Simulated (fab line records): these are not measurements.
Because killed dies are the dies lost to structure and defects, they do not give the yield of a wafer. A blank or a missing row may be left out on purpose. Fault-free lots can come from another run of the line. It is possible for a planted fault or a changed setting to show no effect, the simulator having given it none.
What tool caused it? | flow sky130 | Sampling: 10 lots, 30 wafers, 6 of 708 route steps

== WHAT THE GAUGES READ, wafer by wafer ==
Not one reading of a measure or inspect step in the record can be checked against a usual standard deviation.

== WHAT TOOL EACH LOT RAN ON (gives the tool, then ch and the chambers of the sampled wafers, and finally the start) ==
lot  | SKY_VIA3_CVD_21               | SKY_VIA3_CMP_24               | SKY_METAL4_SPUTTER_00        | SKY_METAL4_METAL_ETCH_18          | SKY_METAL4_STRIP_19                  | SKY_PAD_OPEN_PROBE_99
L177 | cvd_w-01 ch 0,1, day 39 19:13 | cmp-01 ch 1,2,3, day 39 19:37 | pvd_sputter-03, day 39 19:49 | rie_metal-02 ch 0,1, day 41 20:26 | plasma_asher-03 ch 0,1, day 41 20:37 | prober-02, day 45 20:45
L178 | cvd_w-02 ch 0,1, day 40 06:07 | cmp-02 ch 2,3, day 40 06:25   | pvd_sputter-04, day 40 06:40 | rie_metal-03 ch 0,1, day 42 07:46 | plasma_asher-02 ch 0,1, day 42 07:55 | prober-02, day 46 06:29
L181 | cvd_w-02 ch 0,1, day 41 02:39 | cmp-02 ch 1,2, day 41 02:55   | pvd_sputter-02, day 41 03:13 | rie_metal-03 ch 0,1, day 43 03:51 | plasma_asher-04 ch 0,1, day 43 04:00 | prober-02, day 46 22:36
L183 | cvd_w-01 ch 0,1, day 41 09:17 | cmp-01 ch 0,1,3, day 41 09:49 | pvd_sputter-02, day 41 10:04 | rie_metal-03 ch 0,1, day 43 10:29 | plasma_asher-03 ch 0,1, day 43 10:40 | prober-02, day 47 05:50
L187 | cvd_w-01 ch 0,1, day 42 13:29 | cmp-02 ch 1,2, day 42 13:50   | pvd_sputter-02, day 42 14:05 | rie_metal-02 ch 0,1, day 44 12:29 | plasma_asher-03 ch 0,1, day 44 12:40 | prober-02, day 48 04:04
L189 | cvd_w-02 ch 0,1, day 43 08:13 | cmp-01 ch 0,1,2, day 43 08:31 | pvd_sputter-03, day 43 08:49 | rie_metal-02 ch 0,1, day 45 05:54 | plasma_asher-03 ch 0,1, day 45 06:05 | prober-02, day 48 18:46
L190 | cvd_w-01 ch 0,1, day 43 10:22 | cmp-02 ch 0,3, day 43 10:40   | pvd_sputter-02, day 43 10:58 | rie_metal-02 ch 0,1, day 45 08:21 | plasma_asher-02 ch 0, day 45 08:32   | prober-01, day 48 19:55
L191 | cvd_w-02 ch 0,1, day 43 20:09 | cmp-01 ch 0,1,2, day 43 20:27 | pvd_sputter-02, day 43 20:45 | rie_metal-02 ch 0,1, day 45 18:08 | plasma_asher-03 ch 0,1, day 45 18:19 | prober-02, day 49 07:02
L195 | cvd_w-01 ch 0,1, day 44 23:59 | cmp-01 ch 0,2,3, day 45 00:23 | pvd_sputter-02, day 45 00:35 | rie_metal-02 ch 0,1, day 46 19:07 | plasma_asher-02 ch 0,1, day 46 19:17 | prober-01, day 50 05:23
L199 | cvd_w-02 ch 0,1, day 45 20:01 | cmp-02 ch 0,3, day 45 20:17   | pvd_sputter-03, day 45 20:35 | rie_metal-04 ch 0,1, day 47 14:10 | plasma_asher-02 ch 0,1, day 47 14:19 | prober-01, day 50 19:15
- SKY_VIA3_CVD_21: deposits W, target thk 390 nm, time 117.31 s.
- SKY_VIA3_CMP_24: polishes, stops on SiO2, t overpolish 20 s, target thk 0 nm.
- SKY_METAL4_SPUTTER_00: material Ti, target thk 15 nm, time 10 s.
- SKY_METAL4_METAL_ETCH_18: etches the open film in Cl2/BCl3, stops on SiO2, target depth 845 nm, time 183.1 s.
- SKY_METAL4_STRIP_19: strips in O2/N2.
- SKY_PAD_OPEN_PROBE_99

== WHAT THE TOOLS THEMSELVES READ (means of the sampled wafers that have a number; where no wafer has one, the mark that the record gives instead) ==
SKY_VIA3_CVD_21. Usual: heater_power_outer_w 565 W, standard deviation 44; heater_power_w 914 W, standard deviation 61.
lot  | tool     | heater_power_outer_w (W) | heater_power_w (W) | flag
L177 | cvd_w-01 | 591                      | 952                |
L178 | cvd_w-02 | 523                      | 855                |
L181 | cvd_w-02 | 560                      | 886                |
L183 | cvd_w-01 | 593                      | 953                |
L187 | cvd_w-01 | 592                      | 948                |
L189 | cvd_w-02 | 568                      | 902                |
L190 | cvd_w-01 | 589                      | 944                |
L191 | cvd_w-02 | 522                      | 859                |
L195 | cvd_w-01 | 588                      | 958                |
L199 | cvd_w-02 | 534                      | 865                |

SKY_VIA3_CMP_24. Usual: head_pressure_psi 3.500 psi, standard deviation 0.0079; motor_current_A 11.3 A, standard deviation 1.4; overpolish_run_s 20.001 s, standard deviation 0.0099; time_to_endpoint_s 91.7 s, standard deviation 2.8.
lot  | tool   | head_pressure_psi (psi) | motor_current_A (A) | overpolish_run_s (s) | time_to_endpoint_s (s) | flag
L177 | cmp-01 | 3.495                   | 12.3                | 20.006               | 92.9                   |
L178 | cmp-02 | 3.496                   | 9.8                 | 20.007               | 93.6                   |
L181 | cmp-02 | 3.496                   | 9.0                 | 19.995               | 90.3                   |
L183 | cmp-01 | 3.499                   | 12.3                | 19.990               | 96.0                   |
L187 | cmp-02 | 3.495                   | 9.7                 | 19.986               | 91.7                   |
L189 | cmp-01 | 3.500                   | 11.7                | 20.009               | 91.9                   |
L190 | cmp-02 | 3.499                   | 10.6                | 20.009               | 92.5                   |
L191 | cmp-01 | 3.500                   | 11.6                | 19.999               | 91.9                   |
L195 | cmp-01 | 3.507                   | 11.9                | 20.005               | 91.0                   |
L199 | cmp-02 | 3.503                   | 12.0                | 20.000               | 85.9                   |

SKY_METAL4_SPUTTER_00. Usual: chamber_pressure_pa 0.3998 Pa, standard deviation 0.00071; throttle_valve_pct 30.4 %, standard deviation 1.3.
lot  | tool           | chamber_pressure_pa (Pa) | throttle_valve_pct (%) | flag
L177 | pvd_sputter-03 | 0.3995                   | 30.2                   |
L178 | pvd_sputter-04 | 0.3997                   | 29.3                   |
L181 | pvd_sputter-02 | 0.3996                   | 30.2                   |
L183 | pvd_sputter-02 | 0.3999                   | 29.9                   |
L187 | pvd_sputter-02 | 0.3996                   | 30.4                   |
L189 | pvd_sputter-03 | 0.4006                   | 30.2                   |
L190 | pvd_sputter-02 | 0.3996                   | 30.2                   |
L191 | pvd_sputter-02 | 0.3999                   | 30.3                   |
L195 | pvd_sputter-02 | 0.4001                   | 30.2                   |
L199 | pvd_sputter-03 | 0.3999                   | 30.2                   |

SKY_METAL4_METAL_ETCH_18. Usual: bias_w 48.49 W, standard deviation 0.13; drypump_motor_current_A 5.5 A, standard deviation 0.52; mfc_cl2_sccm 60.03 sccm, standard deviation 0.18; oes_product_au 0.868 a.u., standard deviation 0.0069; throttle_valve_pct 22.265 %, standard deviation 0.01.
lot  | tool         | bias_w (W) | drypump_motor_current_A (A) | mfc_cl2_sccm (sccm) | oes_product_au (a.u.) | throttle_valve_pct (%) | flag
L177 | rie_metal-02 | 48.41      | 5.4                         | 60.03               | 0.865                 | 22.259                 |
L178 | rie_metal-03 | 48.46      | 5.3                         | 59.92               | 0.874                 | 22.272                 |
L181 | rie_metal-03 | 48.57      | 5.3                         | 59.98               | 0.863                 | 22.268                 |
L183 | rie_metal-03 | 48.50      | 5.0                         | 59.84               | 0.866                 | 22.271                 |
L187 | rie_metal-02 | 48.48      | 5.7                         | 60.10               | 0.871                 | 22.260                 |
L189 | rie_metal-02 | 48.36      | 5.7                         | 60.21               | 0.861                 | 22.271                 |
L190 | rie_metal-02 | 48.63      | 5.4                         | 60.12               | 0.873                 | 22.257                 |
L191 | rie_metal-02 | 50.02      | 5.7                         | 59.98               | 0.862                 | 22.271                 | OFF
L195 | rie_metal-02 | 49.97      | 5.7                         | 59.84               | 0.869                 | 22.265                 | OFF
L199 | rie_metal-04 | 48.44      | 5.9                         | 60.13               | 0.864                 | 22.267                 |

SKY_METAL4_STRIP_19. Usual: drypump_motor_current_A 5.8 A, standard deviation 0.38; oes_product_au 0.500 a.u., standard deviation 0.0055; strip_time_to_endpoint_s 6.48 s, standard deviation 0.072.
lot  | tool            | drypump_motor_current_A (A) | oes_product_au (a.u.) | strip_time_to_endpoint_s (s) | flag
L177 | plasma_asher-03 | 5.6                         | 0.502                 | 6.53                         |
L178 | plasma_asher-02 | 5.8                         | 0.504                 | 6.49                         |
L181 | plasma_asher-04 | 5.6                         | 0.505                 | 6.51                         |
L183 | plasma_asher-03 | 5.9                         | 0.506                 | 6.51                         |
L187 | plasma_asher-03 | 5.9                         | 0.493                 | 6.46                         |
L189 | plasma_asher-03 | 5.6                         | 0.503                 | 6.52                         |
L190 | plasma_asher-02 | 6.2                         | 0.500                 | 6.38                         |
L191 | plasma_asher-03 | 5.7                         | 0.490                 | 6.30                         |
L195 | plasma_asher-02 | 6.0                         | 0.496                 | 6.38                         |
L199 | plasma_asher-02 | 6.0                         | 0.499                 | 6.55                         |

SKY_PAD_OPEN_PROBE_99. Usual: defect_limited_yield 82.6 %, standard deviation 1.8; killed_at_M0_to_M3 44, standard deviation 6.3; killed_at_M4_up 2.8, standard deviation 1.7; killed_at_contacts 25, standard deviation 5.8; killed_at_front_end 14, standard deviation 4.4; killed_at_other 0.3, standard deviation 0.49; killed_dies 86, standard deviation 8.7; killed_open 48, standard deviation 5.8; killed_short 38, standard deviation 6; sort_bin_3_pad_short 0.8 %, standard deviation 0.39; sort_bin_5_function 10.4 %, standard deviation 1.4; sort_bin_6_memory 6.2 %, standard deviation 1.1; sort_bin_8_speed 0.00 %, standard deviation 0.017; sort_n_pass 406, standard deviation 8.7; sort_yield_pct 82.6 %, standard deviation 1.8.
lot  | tool      | defect_limited_yield (%) | killed_at_M0_to_M3 | killed_at_M4_up | killed_at_contacts | killed_at_front_end | killed_at_other | killed_dies | killed_open | killed_short | sort_bin_3_pad_short (%) | sort_bin_5_function (%) | sort_bin_6_memory (%) | sort_bin_8_speed (%) | sort_n_pass | sort_yield_pct (%) | flag
L177 | prober-02 | 81.1                     | 47                 | 3.7             | 24                 | 18                  | 0.0             | 93          | 51          | 41           | 0.7                      | 12.2                    | 5.9                   | 0.00                 | 399         | 81.1               |
L178 | prober-02 | 81.7                     | 46                 | 2.0             | 26                 | 15                  | 0.3             | 90          | 49          | 41           | 0.7                      | 10.5                    | 7.0                   | 0.00                 | 402         | 81.7               |
L181 | prober-02 | 82.3                     | 49                 | 1.7             | 23                 | 13                  | 0.3             | 87          | 49          | 38           | 1.0                      | 10.7                    | 6.0                   | 0.07                 | 405         | 82.2               | OFF
L183 | prober-02 | 82.9                     | 42                 | 3.0             | 22                 | 17                  | 0.7             | 84          | 46          | 39           | 0.7                      | 10.4                    | 6.0                   | 0.00                 | 408         | 82.9               |
L187 | prober-02 | 83.0                     | 43                 | 2.7             | 23                 | 14                  | 0.7             | 83          | 46          | 38           | 0.7                      | 10.4                    | 5.8                   | 0.00                 | 409         | 83.0               |
L189 | prober-02 | 83.4                     | 40                 | 1.3             | 28                 | 12                  | 0.0             | 82          | 43          | 39           | 0.5                      | 10.7                    | 5.6                   | 0.00                 | 410         | 83.4               |
L190 | prober-01 | 83.5                     | 42                 | 2.7             | 24                 | 12                  | 0.3             | 81          | 46          | 35           | 0.5                      | 10.6                    | 5.4                   | 0.00                 | 411         | 83.5               |
L191 | prober-02 | 83.6                     | 39                 | 2.0             | 22                 | 17                  | 0.3             | 81          | 45          | 35           | 0.9                      | 9.5                     | 6.0                   | 0.00                 | 411         | 83.6               |
L195 | prober-01 | 82.9                     | 41                 | 3.7             | 25                 | 14                  | 0.0             | 84          | 50          | 35           | 0.9                      | 10.1                    | 6.2                   | 0.00                 | 408         | 82.9               |
L199 | prober-01 | 83.9                     | 39                 | 3.3             | 23                 | 14                  | 0.0             | 79          | 44          | 35           | 0.7                      | 9.7                     | 5.7                   | 0.00                 | 413         | 83.9               |

== THE ANSWER, worked out from the rows above alone ==
Rule: lot off if the mean of its wafers having a number is beyond 3 standard deviations from the usual mean. A lot without any number at a reading at which 4 lots or more have one is off too. Where the step has rows for the other lots, those lots are counted as sound. After the gauges, taken in route order, come the tools' own readings; for these a lot's mean is taken, as printed above. The first step at which some lot is off is used, and at that step the reading that is off furthest; a lot without a number counts as furthest.
Off: L191, L195, at SKY_METAL4_METAL_ETCH_18 (bias_w).
If a tool, at that step or one of the process steps before it, ran each lot that is off and ran no sound lot following the first of them, it fits. Can't be told from this: 3 tools fit, cmp-01 at SKY_VIA3_CMP_24, pvd_sputter-02 at SKY_METAL4_SPUTTER_00, rie_metal-02 at SKY_METAL4_METAL_ETCH_18.

== WHAT WAS PUT IN BY THE SIMULATOR ==
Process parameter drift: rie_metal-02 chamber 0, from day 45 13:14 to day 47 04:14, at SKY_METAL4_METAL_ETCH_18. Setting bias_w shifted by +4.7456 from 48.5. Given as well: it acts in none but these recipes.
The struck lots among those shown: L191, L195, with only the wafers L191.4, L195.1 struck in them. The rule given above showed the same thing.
